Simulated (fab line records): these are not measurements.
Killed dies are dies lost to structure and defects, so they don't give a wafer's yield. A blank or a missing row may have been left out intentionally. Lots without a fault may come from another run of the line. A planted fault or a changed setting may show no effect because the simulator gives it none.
Which tool was responsible?    flow sky130    Sampling: 12 lots, 36 wafers, 5 of 708 route steps

## WHAT THE GAUGES READ, wafer by wafer
SKY_CAP2M_OVL_MEAS_12.
lot   measured      on          CAP2M_OVL (nm)
L928  day 41 06:31  overlay-01  3.6 2.0 1.6
L929  day 41 08:50  overlay-01  2.0 4.0 2.7
L932  day 42 14:41  overlay-02  0.2 -0.2 -1.6
L933  day 42 16:25  overlay-01  -0.8 -1.9 -0.7
L934  day 42 23:17  overlay-02  0.3 1.6 1.3
L935  day 43 00:35  overlay-02  -1.3 -1.1 -0.4
L937  day 43 18:14  overlay-01  0.8 -0.8 1.4
L941  day 44 03:57  overlay-02  -1.6 -2.0 -3.0
L942  day 44 11:35  overlay-01  0.8 1.6 -0.2
L944  day 44 23:03  overlay-02  -0.4 0.1 0.5
L946  day 45 11:42  overlay-02  2.0 2.2 2.6
L949  day 46 11:29  overlay-02  0.8 0.1 -0.7

SKY_VIA4_THK_MEAS_01.
lot   measured      on             VIA4_HDPCVD_THK (nm)
L928  day 42 08:58  film_metro-02  1759 1747 1719
L929  day 42 10:04  film_metro-01  1783 1775 1763
L932  day 43 15:47  film_metro-02  1772 1739 1733
L933  day 43 17:11  film_metro-03  1691 1672 1741
L934  day 43 23:47  film_metro-02  1725 1793 1720
L935  day 44 01:41  film_metro-03  1697 1745 1743
L937  day 44 17:23  film_metro-01  2601 2609 2665
L941  day 45 03:46  film_metro-03  2621 2633 2600
L942  day 45 11:34  film_metro-01  1711 1764 1732
L944  day 45 22:50  film_metro-01  1764 1749 1761
L946  day 46 11:20  film_metro-01  1732 1688 1771
L949  day 47 09:44  film_metro-02  1764 1744 1748

SKY_VIA4_RS_MEAS_19: measures by four-point-probe.
lot   measured      on             VIA4_W_RS (ohm/sq)
L928  day 43 09:35  film_metro-03  0.2288 0.2284 0.2296
L929  day 43 10:19  film_metro-03  0.2264 0.2250 0.2284
L932  day 44 14:54  film_metro-02  0.2265 0.2259 0.2284
L933  day 44 16:21  film_metro-03  0.2279 0.2250 0.2275
L934  day 44 23:19  film_metro-03  0.2218 0.2223 0.2240
L935  day 45 01:13  film_metro-01  0.2286 0.2273 0.2256
L937  day 45 16:28  film_metro-02  0.2324 0.2282 0.2316
L941  day 46 02:43  film_metro-01  0.2266 0.2262 0.2299
L942  day 46 09:50  film_metro-02  0.2254 0.2295 0.2291
L944  day 46 21:37  film_metro-02  0.2294 0.2258 0.2279
L946  day 47 08:13  film_metro-01  0.2266 0.2283 0.2297
L949  day 48 06:36  film_metro-02  0.2267 0.2308 0.2289

## EACH LOT AND THE TOOL THAT RAN IT (in order: tool; ch and the chambers of the sampled wafers; start)
lot   SKY_METAL4_SPUTTER_00         SKY_VIA4_HDPCVD_00
L928  pvd_sputter-02, day 40 05:27  hdpcvd-02 ch 0,1, day 42 08:47
L929  pvd_sputter-02, day 40 08:29  hdpcvd-01 ch 0,1,2, day 42 09:53
L932  pvd_sputter-04, day 41 15:12  hdpcvd-01 ch 0,2, day 43 15:37
L933  pvd_sputter-03, day 41 16:42  hdpcvd-02 ch 0,1, day 43 17:00
L934  pvd_sputter-03, day 42 00:08  hdpcvd-02 ch 0,1, day 43 23:36
L935  pvd_sputter-04, day 42 01:30  hdpcvd-02 ch 0,2, day 44 01:30
L937  pvd_sputter-03, day 42 19:32  hdpcvd-01 ch 0,1,2, day 44 17:12
L941  pvd_sputter-02, day 43 05:08  hdpcvd-01 ch 0,1,2, day 45 03:34
L942  pvd_sputter-02, day 43 13:33  hdpcvd-02 ch 0,1,2, day 45 11:23
L944  pvd_sputter-04, day 44 00:51  hdpcvd-02 ch 1,2, day 45 22:38
L946  pvd_sputter-02, day 44 14:04  hdpcvd-02 ch 0,1, day 46 11:09
L949  pvd_sputter-02, day 45 13:55  hdpcvd-02 ch 0,1,2, day 47 09:34
- SKY_METAL4_SPUTTER_00: material Ti, target thk 15 nm, time 10 s.
- SKY_VIA4_HDPCVD_00: deposits SiO2, target thk 1750 nm, time 291.7 s.

## WHAT THE TOOLS THEMSELVES READ (means of the sampled wafers that have a number; where no wafer has one, the mark that the record gives instead)
SKY_METAL4_SPUTTER_00.
lot   tool            throttle_valve_pct (%)
L928  pvd_sputter-02  30.5
L929  pvd_sputter-02  30.5
L932  pvd_sputter-04  29.1
L933  pvd_sputter-03  28.8
L934  pvd_sputter-03  29.3
L935  pvd_sputter-04  30.0
L937  pvd_sputter-03  30.4
L941  pvd_sputter-02  31.5
L942  pvd_sputter-02  31.5
L944  pvd_sputter-04  29.9
L946  pvd_sputter-02  32.0
L949  pvd_sputter-02  32.2

SKY_VIA4_HDPCVD_00.
lot   tool       sih4_flow_sccm (sccm)
L928  hdpcvd-02  60.04
L929  hdpcvd-01  59.92
L932  hdpcvd-01  60.00
L933  hdpcvd-02  59.85
L934  hdpcvd-02  60.11
L935  hdpcvd-02  59.74
L937  hdpcvd-01  90.06
L941  hdpcvd-01  90.04
L942  hdpcvd-02  60.08
L944  hdpcvd-02  59.97
L946  hdpcvd-02  60.12
L949  hdpcvd-02  60.14

## THE ANSWER, worked out from the rows above alone
Rule: usual is defined by the lots themselves. The widest of any qualifying gaps counts: lots, ordered by their means at a reading, are off when they make up no more than a third of the lots, leave a main group of 4 or more, and stand apart from it by 3 or more times the standard deviation of that group's means. A main group is skipped when, at the precision printed for the reading in the tables above, its means are all equal. A lot without any number at a reading at which 4 lots or more have one is off too. All remaining lots with rows at the step are treated as sound. After the gauges, taken in route order, come the tools' own readings; for these a lot's mean is taken, as printed above. The first step at which some lot is off is used, and at that step the reading that is off furthest; a lot without a number counts as furthest.
Off: L937, L941, at SKY_VIA4_THK_MEAS_01 (VIA4_HDPCVD_THK). Main group: mean 1742 nm, sd 19.
A tool fits if, at a process step before that reading, it ran every lot that is off, and no sound lot after the first of them. Not tried: the gauges at SKY_VIA4_THK_MEAS_01; whatever is off there is also off at SKY_VIA4_HDPCVD_00, on other tools, and gauge error can't account for it. One candidate fits, namely hdpcvd-01 at SKY_VIA4_HDPCVD_00. Its last sound lot is L932 (day 43 15:37), its first lot that is off L937 (day 44 17:12): a fault that began between those two fits.
The tool's own readings at SKY_VIA4_HDPCVD_00 bear it out: on the lots that are off they differ by more than 5 times the standard deviation of the sound lots' means. sih4_flow_sccm reads 90.05 sccm there against 60.00 sccm on the sound lots.

## WHAT THE SIMULATOR PUT IN
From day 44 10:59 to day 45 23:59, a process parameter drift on hdpcvd-01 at SKY_VIA4_HDPCVD_00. A move of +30 in setting sih4_flow_sccm, from 60. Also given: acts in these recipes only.
Lots struck among those shown: L937, L941. Same finding as the rule above.
